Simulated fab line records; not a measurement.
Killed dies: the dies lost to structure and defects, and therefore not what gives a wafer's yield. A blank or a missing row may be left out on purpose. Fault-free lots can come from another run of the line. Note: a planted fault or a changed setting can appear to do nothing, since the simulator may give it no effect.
fab line records	flow sky130
record: lots: 12	wafers: 36	lastDay: 50
route steps=708 shown LI_CONTACT@383 LOCAL_INTERCONNECT@401 PAD_OPEN@708
lots that met no fault: taken from a fault-free run of the same line
startH: the number of hours between the record's first day and the start of the first shown wafer of the lot	waitH: hours elapsed since this lot's preceding step	" as in the row above	L1.1+2: one row covering several wafers at once	- either no value or no given start	* or withheld: withheld	< > ~ a bound
route shown NAME@n: a module of which the file shows steps, and the number in the route of the first	usual: mean and standard deviation over wafers with no fault	same: alike in all rows	chamber/n: place in a boat	sites: each site's reading	_std_site: standard deviation across them	_edge_site: mean of outer sites minus mean of inner sites	radiusMm: for every site, how far away it sits from the centre of the wafer	mask NAME#n: copy n	behind: the last tool/chamber to shape the wafer	hold: reason for holding the lot/hours on hold/outcome of the hold	device: names the non-switching transistor (n, p or np)	end of line: the route-end tests of the same wafers	for a step that has no rows: nothing shown but its recipe	killed: count of dies lost to structure and defects at first sort (not the wafer's yield)	map: shows each die of a wafer: x if killed, . if not, _ if none is there
set.NAME: setting as actually run; set.NAME@STEP: the setting as run at that earlier step	model.NAME: the simulator's own value behind a step, which no gauge read
steps of the route over a sample of lots; a table a step, a row a wafer
services: when a tool's chamber went out of use (startH, in hours from the record's first day, below 0 if earlier), for how many hours, and the reason
== steps ==
step: SKY_LI_CONTACT_CVD_21
recipe: material: W	targetThkNm: 400	timeS: 120.56	tempC: 400	pressureTorr: 40
usual: heaterPowerOuterW: 578/50	heaterPowerW: 919/110
lot.wafer	tool	chamber	startH	waitH	heaterPowerOuterW	heaterPowerW
L951.1	cvdW-01	1	682.55	0.0	538	784
L951.2	"	0	"	"	614	940
L951.6	"	1	"	"	505	796
L952.1	cvdW-02	1	692.47	0.0	542	926
L952.2	"	0	"	"	652	1109
L952.6	"	0	"	"	646	1098
L958.2	cvdW-01	0	749.20	0.0	606	926
L958.4	"	0	"	"	616	925
L958.6	"	0	"	"	608	911
L961.4	cvdW-02	1	774.88	0.1	567	917
L961.5	"	0	"	"	671	1127
L961.6	"	1	"	"	542	927
L962.2	cvdW-02	1	787.02	0.0	542	907
L962.4	"	0	"	"	650	1062
L962.6	"	0	"	"	643	1112
L964.1	cvdW-02	1	796.03	0.0	555	916
L964.4	"	0	"	"	649	1102
L964.6	"	0	"	"	643	1100
L969.1	cvdW-02	1	830.65	0.0	547	925
L969.2	"	0	"	"	634	1129
L969.6	"	1	"	"	556	949
L970.3	cvdW-01	1	833.84	0.1	526	797
L970.4	"	0	"	"	617	919
L970.6	"	0	"	"	616	957
L971.1	cvdW-01	0	842.26	0.0	617	974
L971.3	"	1	"	"	518	774
L971.6	"	0	"	"	619	918
L972.2	cvdW-01	1	846.22	0.0	533	801
L972.3	"	1	"	"	526	781
L972.4	"	0	"	"	611	934
L973.1	cvdW-01	0	853.21	0.0	594	944
L973.2	"	1	"	"	513	793
L973.3	"	1	"	"	533	785
L974.3	cvdW-01	0	869.01	0.1	635	933
L974.4	"	1	"	"	515	777
L974.5	"	0	"	"	594	923
step: SKY_LI_CONTACT_THK_MEAS_23
recipe: thkMeasGauge: xrf	reads: W_of_LI_CONTACT_CVD_21
usual: LI_CONTACT_W_THK: 406/6.3
lot.wafer	tool	chamber	startH	waitH	LI_CONTACT_W_THK[nm]
L951.1	filmMetro-04	-	682.79	0.1	408
L951.2	"	-	"	"	401
L951.6	"	-	"	"	407
L952.1	filmMetro-02	-	692.71	0.1	413
L952.2	"	-	"	"	409
L952.6	"	-	"	"	408
L958.2	filmMetro-01	-	749.45	0.1	401
L958.4	"	-	"	"	395
L958.6	"	-	"	"	403
L961.4	filmMetro-02	-	775.12	0.1	412
L961.5	"	-	"	"	411
L961.6	"	-	"	"	412
L962.2	filmMetro-02	-	787.27	0.1	413
L962.4	"	-	"	"	417
L962.6	"	-	"	"	408
L964.1	filmMetro-01	-	796.27	0.1	410
L964.4	"	-	"	"	399
L964.6	"	-	"	"	398
L969.1	filmMetro-04	-	830.90	0.1	412
L969.2	"	-	"	"	409
L969.6	"	-	"	"	406
L970.3	filmMetro-01	-	834.06	0.1	411
L970.4	"	-	"	"	406
L970.6	"	-	"	"	407
L971.1	filmMetro-01	-	842.51	0.1	403
L971.3	"	-	"	"	404
L971.6	"	-	"	"	398
L972.2	filmMetro-02	-	846.47	0.1	406
L972.3	"	-	"	"	408
L972.4	"	-	"	"	403
L973.1	filmMetro-02	-	853.46	0.1	401
L973.2	"	-	"	"	411
L973.3	"	-	"	"	407
L974.3	filmMetro-01	-	869.23	0.1	399
L974.4	"	-	"	"	410
L974.5	"	-	"	"	403
step: SKY_LOCAL_INTERCONNECT_METAL_ETCH_14
recipe: targetDepthNm: 110	stopOn: PSG	chemistry: Cl2/BCl3	target: TiN	resistSidewallDeg: 88	pressureMtorr: 10	icpW: 900	biasW: 48.5	Cl2_flow_sccm: 60	bcl3FlowSccm: 30	timeS: 31.4
usual: bcl3FlowSccm: 30.00/0.093	drypumpMotorCurrentA: 5.9/0.34	oesProductAu: 0.940/0.0082	throttleValvePct: 21.900/0.0099
lot.wafer	tool	chamber	startH	waitH	bcl3FlowSccm	drypumpMotorCurrentA	oesProductAu	rfHoursCounterH	throttleValvePct
L951.1	rieMetal-02	1	711.32	0.0	30.10	6.3	0.952	15	21.898
L951.2	"	0	"	"	29.98	6.0	0.951	1	21.903
L951.6	"	1	"	"	29.93	6.3	0.959	-	21.888
L952.1	rieMetal-02	0	721.21	0.0	30.02	6.0	0.942	1	21.903
L952.2	"	1	"	"	30.07	6.3	0.953	15	21.898
L952.6	"	1	"	"	30.03	6.3	0.944	-	21.902
L958.2	rieMetal-02	0	776.42	0.0	30.02	6.0	0.947	3	21.895
L958.4	"	0	"	"	29.92	6.0	0.954	-	21.901
L958.6	"	1	"	"	30.13	6.3	0.954	-	21.905
L961.4	rieMetal-04	1	800.33	0.0	30.11	5.4	0.935	-	21.914
L961.5	"	1	"	"	30.06	5.4	0.940	-	21.891
L961.6	"	0	"	"	29.98	6.3	0.933	-	21.909
L962.2	rieMetal-02	0	811.84	0.1	29.95	6.0	0.933	-	21.915
L962.4	"	0	"	"	30.04	6.0	0.931	-	21.900
L962.6	"	0	"	"	29.97	6.0	0.942	-	21.890
L964.1	rieMetal-04	1	821.06	0.0	30.24	5.4	0.939	13	21.899
L964.4	"	1	"	"	30.00	5.4	0.939	-	21.895
L964.6	"	0	"	"	30.10	6.4	0.937	-	21.887
L969.1	rieMetal-04	1	857.42	0.0	29.97	5.4	0.944	15	21.897
L969.2	"	0	"	"	30.12	6.4	0.938	14	21.898
L969.6	"	1	"	"	29.82	5.4	0.941	-	21.876
L970.3	rieMetal-04	1	860.66	0.1	29.97	5.3	0.946	-	21.890
L970.4	"	0	"	"	29.90	6.3	0.947	-	21.899
L970.6	"	1	"	"	29.99	5.3	0.929	-	21.912
L971.1	rieMetal-03	1	868.11	0.0	30.02	6.0	0.934	6	21.889
L971.3	"	1	"	"	29.95	6.0	0.943	-	21.889
L971.6	"	1	"	"	29.79	6.0	0.944	-	21.902
L972.2	rieMetal-02	1	873.37	0.0	29.91	6.3	0.947	3	21.921
L972.3	"	0	"	"	30.12	6.0	0.940	-	21.881
L972.4	"	1	"	"	30.03	6.3	0.957	-	21.898
L973.1	rieMetal-02	0	878.86	0.0	29.81	6.0	0.940	8	21.899
L973.2	"	1	"	"	29.92	6.3	0.951	3	21.883
L973.3	"	1	"	"	30.00	6.4	0.948	-	21.886
L974.3	rieMetal-02	0	893.97	0.0	30.12	6.0	0.934	-	21.913
L974.4	"	1	"	"	30.11	6.4	0.932	-	21.898
L974.5	"	1	"	"	30.15	6.4	0.939	-	21.902
step: SKY_LOCAL_INTERCONNECT_STRIP_15
recipe: chemistry: O2/N2	powerW: 1400	pressureMtorr: 1500	platenTempC: withheld	o2FlowSccm: 3000	n2FlowSccm: 300	overashFraction: 0.5
usual: chamberPressureMTorr: 1499.9/1.2	drypumpMotorCurrentA: 5.9/0.35	oesProductAu: 0.427/0.0042	stripTimeToEndpointS: 4.71/0.03
lot.wafer	tool	chamber	startH	waitH	chamberPressureMTorr	drypumpMotorCurrentA	oesProductAu	rfHoursCounterH	stripTimeToEndpointS
L951.1	plasmaAsher-02	1	711.37	0.0	1499.1	6.1	0.429	94	4.66
L951.2	"	0	"	"	1499.7	5.8	0.424	94	4.72
L951.6	"	1	"	"	1500.0	6.0	0.424	-	4.65
L952.1	plasmaAsher-01	0	721.26	0.0	1499.8	5.7	0.428	93	4.75
L952.2	"	1	"	"	1498.3	5.3	0.423	93	4.70
L952.6	"	1	"	"	1499.0	5.3	0.432	-	4.68
L958.2	plasmaAsher-01	0	776.47	0.0	1502.2	5.7	0.427	99	4.77
L958.4	"	1	"	"	1498.6	5.3	0.433	-	4.77
L958.6	"	0	"	"	1499.7	5.7	0.419	-	4.70
L961.4	plasmaAsher-03	0	800.40	0.1	1499.0	6.2	0.435	-	4.72
L961.5	"	1	"	"	1498.3	6.2	0.422	-	4.73
L961.6	"	0	"	"	1501.3	6.2	0.420	-	4.68
L962.2	plasmaAsher-01	1	811.93	0.1	1500.1	5.3	0.424	102	4.73
L962.4	"	1	"	"	1498.9	5.3	0.424	-	4.73
L962.6	"	0	"	"	1499.6	5.7	0.426	-	4.77
L964.1	plasmaAsher-03	0	821.11	0.0	1500.2	6.2	0.425	70	4.72
L964.4	"	1	"	"	1497.0	6.3	0.422	-	4.72
L964.6	"	1	"	"	1498.6	6.3	0.431	-	4.70
L969.1	plasmaAsher-02	0	857.47	0.0	-	-	-	-	-
L969.2	"	1	"	"	-	-	-	-	-
L969.6	"	1	"	"	-	-	-	-	-
L970.3	plasmaAsher-03	0	860.73	0.1	-	-	-	-	-
L970.4	"	1	"	"	-	-	-	-	-
L970.6	"	0	"	"	-	-	-	-	-
L971.1	plasmaAsher-03	1	868.16	0.0	1497.7	6.2	0.428	77	4.69
L971.3	"	1	"	"	1500.4	6.2	0.430	-	4.69
L971.6	"	1	"	"	1499.5	6.2	0.423	-	4.69
L972.2	plasmaAsher-03	1	873.42	0.0	1499.4	6.2	0.432	78	4.71
L972.3	"	1	"	"	1501.5	6.2	0.425	-	4.75
L972.4	"	0	"	"	1497.9	6.3	0.426	-	4.72
L973.1	plasmaAsher-03	0	878.91	0.0	1501.2	6.3	0.428	79	4.72
L973.2	"	1	"	"	1501.6	6.2	0.419	79	4.72
L973.3	"	1	"	"	1499.1	6.2	0.424	-	4.68
L974.3	plasmaAsher-03	1	894.04	0.1	1499.0	6.3	0.425	-	4.75
L974.4	"	0	"	"	1501.1	6.2	0.424	-	4.71
L974.5	"	0	"	"	1499.4	6.2	0.423	-	4.69
step: SKY_PAD_OPEN_PROBE_99
usual: killed_at_M0_to_M3: 43/7.8	killed_at_M4_up: 3.2/1.9	killedAtContacts: 24/5	killedAtFrontEnd: 14/4.5	killedAtOther: 0.2/0.41	killedDies: 84/9.6	killedOnRim: 17/3.8	killedOpen: 47/6.9	killedShort: 38/6
same: grossDies: 492	killedAtBackSide: 0
lot.wafer	tool	chamber	startH	waitH	killed_at_M0_to_M3	killed_at_M4_up	killedAtContacts	killedAtFrontEnd	killedAtOther	killedDies	killedOnRim	killedOpen	killedShort
L958.2	prober-01	-	1124.20	0.1	56	4	30	14	1	105	23	62	43
L958.4	prober-01	-	1124.30	0.2	38	3	35	21	1	98	15	56	42
L958.6	prober-01	-	1124.40	0.2	53	5	24	14	1	97	21	52	44
L964.1	prober-01	-	1158.91	0.1	46	3	26	29	0	104	18	49	55
L964.4	prober-01	-	1159.06	0.2	47	0	25	10	0	82	12	49	33
L964.6	prober-01	-	1159.16	0.2	37	2	30	15	0	84	21	51	33
L969.1	prober-02	-	1186.50	0.1	50	3	424	15	0	492	96	47	38
L969.2	prober-02	-	1186.55	0.1	47	2	429	14	0	492	96	55	40
L969.6	prober-02	-	1186.75	0.2	43	2	436	11	0	492	96	40	34
L970.3	prober-01	-	1187.77	0.2	42	2	427	21	0	492	96	54	31
L970.4	prober-01	-	1187.82	0.2	36	2	443	11	0	492	96	35	39
L970.6	prober-01	-	1187.92	0.2	37	2	439	14	0	492	96	37	39
killed by level:class
L958.2 VIA1:geometricParticle:open=15 CONTACT:geometricParticle:open=10 VIA2:geometricParticle:open=9 METAL1:geometricParticle:short=7 LI_CONTACT:geometricParticle:open=6 VIA3:geometricParticle:open=6 VIA1:geometricParticle:short=6 LOCAL_INTERCONNECT:geometricParticle:short=5
L958.4 CONTACT:geometricParticle:open=15 VIA1:geometricParticle:open=10 LI_CONTACT:geometricParticle:open=8 VIA1:geometricParticle:short=7 POLY_GATE:geometricParticle:open=6 FIELD_ISO:geometricParticle:short=5 POLY_GATE:geometricParticle:short=5 LI_CONTACT:geometricParticle:short=5
L958.6 VIA1:geometricParticle:open=11 CONTACT:geometricParticle:open=10 VIA2:geometricParticle:open=8 METAL2:geometricParticle:short=7 VIA2:geometricParticle:short=6 METAL1:geometricParticle:short=5 VIA1:geometricParticle:short=4 POLY_GATE:geometricParticle:open=4
L964.1 CONTACT:geometricParticle:open=12 METAL1:geometricParticle:short=11 FIELD_ISO:geometricParticle:short=9 FIELD_ISO:geometricParticle:open=7 LI_CONTACT:geometricParticle:open=7 METAL2:geometricParticle:open=5 POLY_GATE:geometricParticle:short=5 VIA1:geometricParticle:short=5
L964.4 LI_CONTACT:geometricParticle:open=11 VIA3:geometricParticle:open=10 VIA1:geometricParticle:open=10 CONTACT:geometricParticle:open=7 METAL2:geometricParticle:short=5 METAL1:geometricParticle:short=4 VIA1:geometricParticle:short=4 VIA2:geometricParticle:short=4
L964.6 LI_CONTACT:geometricParticle:open=10 CONTACT:geometricParticle:open=10 VIA1:geometricParticle:open=9 CONTACT:geometricParticle:short=7 VIA2:geometricParticle:open=6 POLY_GATE:geometricParticle:open=5 VIA2:geometricParticle:short=5 METAL2:geometricParticle:short=4
L969.1 CONTACT:areaCvd=407 VIA1:geometricParticle:open=12 METAL1:geometricParticle:short=8 METAL2:geometricParticle:short=8 CONTACT:geometricParticle:open=6 VIA3:geometricParticle:open=6 FIELD_ISO:geometricParticle:open=5 LI_CONTACT:geometricParticle:open=5
L969.2 CONTACT:areaCvd=397 VIA1:geometricParticle:open=13 CONTACT:geometricParticle:open=12 CONTACT:geometricParticle:short=8 VIA3:geometricParticle:open=7 VIA2:geometricParticle:open=6 VIA1:geometricParticle:short=6 METAL3:geometricParticle:short=5
L969.6 CONTACT:areaCvd=418 VIA1:geometricParticle:open=9 LI_CONTACT:geometricParticle:open=8 METAL1:geometricParticle:short=7 VIA2:geometricParticle:open=6 VIA3:geometricParticle:short=5 FIELD_ISO:geometricParticle:open=4 VIA1:geometricParticle:short=4
L970.3 CONTACT:areaCvd=407 VIA1:geometricParticle:open=11 CONTACT:geometricParticle:open=8 VIA3:geometricParticle:open=8 METAL1:geometricParticle:short=7 FIELD_ISO:geometricParticle:open=6 LI_CONTACT:geometricParticle:open=6 POLY_GATE:geometricParticle:short=5
L970.4 CONTACT:areaCvd=418 CONTACT:geometricParticle:open=8 VIA2:geometricParticle:open=7 LOCAL_INTERCONNECT:geometricParticle:short=6 CONTACT:geometricParticle:short=5 LI_CONTACT:geometricParticle:open=5 METAL2:geometricParticle:short=5 VIA1:geometricParticle:short=5
L970.6 CONTACT:areaCvd=416 VIA1:geometricParticle:open=9 LI_CONTACT:geometricParticle:open=7 CONTACT:geometricParticle:open=6 VIA1:geometricParticle:short=5 FIELD_ISO:geometricParticle:short=4 LOCAL_INTERCONNECT:geometricParticle:short=4 METAL1:geometricParticle:short=4
== services ==
tool	chamber	startH	hours	kind
cvdW-02	-	661.93	6.9	pm
plasmaAsher-02	-	683.71	4.1	repair
plasmaAsher-03	-	698.24	2.8	pm
cvdW-02	-	724.72	14.6	pm
plasmaAsher-02	-	733.75	9.0	pm
cvdW-02	-	748.34	1.4	repair
rieMetal-02	-	756.16	1.4	pm
cvdW-01	-	778.51	14.6	pm
rieMetal-02	1	789.95	-	clean
rieMetal-02	1	789.95	23.1	scheduledDown
rieMetal-02	1	789.95	23.1	ventCycle
rieMetal-02	-	800.81	0.6	repair
cvdW-01	-	801.76	3.6	repair
cvdW-01	-	806.84	0.6	repair
rieMetal-03	0	827.87	1.1	repair
cvdW-02	0	835.26	5.8	repair
plasmaAsher-01	-	850.47	76.3	pm
rieMetal-02	-	855.97	0.8	repair
rieMetal-04	1	881.01	-	clean
rieMetal-04	1	881.01	26.3	scheduledDown
rieMetal-02	-	881.20	0.7	repair
cvdW-02	0	882.43	4.0	repair
plasmaAsher-03	-	884.50	0.3	repair
cvdW-01	-	888.82	6.9	pm
== key ==
firstSign: step: SKY_LOCAL_INTERCONNECT_STRIP_15	reading: toolRecord	direction: missing
effect: step: SKY_PAD_OPEN_PROBE_99	reading: killedAtContacts	direction: up	sigmas: 82	usual: 24	struck: 433
moreKillsBornAt: SKY_CONTACT_CVD_00@pecvd-04: 1241	SKY_CONTACT_CVD_00@pecvd-01: 1222
metAt SKY_LOCAL_INTERCONNECT_STRIP_15
struckLots L969,L970
laterRowsLeftOut L969.1,L969.2,L969.6,L970.3,L970.4,L970.6
testerLeftOut L969,L970
notActingAt SKY_LI_CONTACT_CVD_21,SKY_LI_CONTACT_THK_MEAS_23,SKY_LOCAL_INTERCONNECT_METAL_ETCH_14
onsetBetween 821.11 857.47
earlierFault: kind: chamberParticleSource	tool: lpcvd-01	chamber: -	onsetH: 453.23	steps: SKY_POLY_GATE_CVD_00	ratePerVisitCm2: 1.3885	endH: 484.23
fault: kind: skippedStepWhole	tool: plasmaAsher-02,plasmaAsher-03	chamber: -	onsetH: 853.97	steps: SKY_LOCAL_INTERCONNECT_STRIP_15	scope: struckLotsOnly
testerLeftOut: of these lots the tester's yield and bins aren't shown, on N5 and GAA mostly nor the transistor test; their killed dies are dies lost to structure and defects alone, not to doping, threshold or leakage, so they don't give the yield
laterRowsLeftOut: the simulator's readings of these wafers behind a module that went badly wrong aren't trusted and aren't shown, but for the sort
